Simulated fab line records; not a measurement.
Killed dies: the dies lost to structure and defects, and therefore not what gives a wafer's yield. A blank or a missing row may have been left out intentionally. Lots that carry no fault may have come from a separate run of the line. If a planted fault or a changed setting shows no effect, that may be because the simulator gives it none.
Chamber matching + flow gf180mcu + GF_V4_ETCH_16 on rie-diel-02 has 4 sister chambers
The step etches BARC in N2/H2. 4 wafers are shown with their chamber, then 10 later ones without.

## WAFERS WITH THEIR CHAMBER
| wafer  | chamber | throttle-valve-pct (%) |
|--------|---------|------------------------|
| L622.4 | 3       | 13.210                 |
| L624.3 | 1       | 13.210                 |
| L625.1 | 2       | 13.220                 |
| L625.2 | 0       | 13.216                 |

## WAFERS MISSING THEIR CHAMBER
| wafer  | throttle-valve-pct (%) |
|--------|------------------------|
| L625.6 | 13.248                 |
| L627.3 | 13.242                 |
| L627.5 | 13.226                 |
| L627.6 | 13.229                 |
| L628.3 | 13.227                 |
| L628.5 | 13.230                 |
| L628.6 | 13.210                 |
| L638.2 | 13.242                 |
| L638.4 | 13.233                 |
| L638.5 | 13.220                 |

## WHICH CHAMBER EACH WENT THROUGH
| wafer  | from the rows above               | in truth |
|--------|-----------------------------------|----------|
| L625.6 | can't be placed: 2 or 0 or 1 or 3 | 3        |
| L627.3 | can't be placed: 2 or 0 or 1 or 3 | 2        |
| L627.5 | can't be placed: 2 or 0 or 1 or 3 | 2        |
| L627.6 | can't be placed: 2 or 0 or 1 or 3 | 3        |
| L628.3 | can't be placed: 2 or 0 or 1 or 3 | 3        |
| L628.5 | can't be placed: 2 or 0 or 1 or 3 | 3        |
| L628.6 | can't be placed: 1 or 3 or 0 or 2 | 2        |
| L638.2 | can't be placed: 2 or 0 or 1 or 3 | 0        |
| L638.4 | can't be placed: 2 or 0 or 1 or 3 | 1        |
| L638.5 | can't be placed: 2 or 0 or 1 or 3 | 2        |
Correct placement for 0 of the 10. Cannot be placed on the basis of these rows: 10; the candidates contain the true chamber in 10. Placed wrongly: 0.
How it was worked out, from the rows above alone: a wafer's distance from a chamber is the root of the sum, over the readings, of the square of ((its reading less the chamber's mean) divided by the reading's scatter). The wafer belongs to the nearest chamber; if the next one is less than 2 further off, it can't be placed. Each chamber's mean is taken over the wafers shown for it. The scatter (one wafer shown for each chamber): square how far every hidden wafer sits from the nearest shown wafer, average those squares and take the square root.
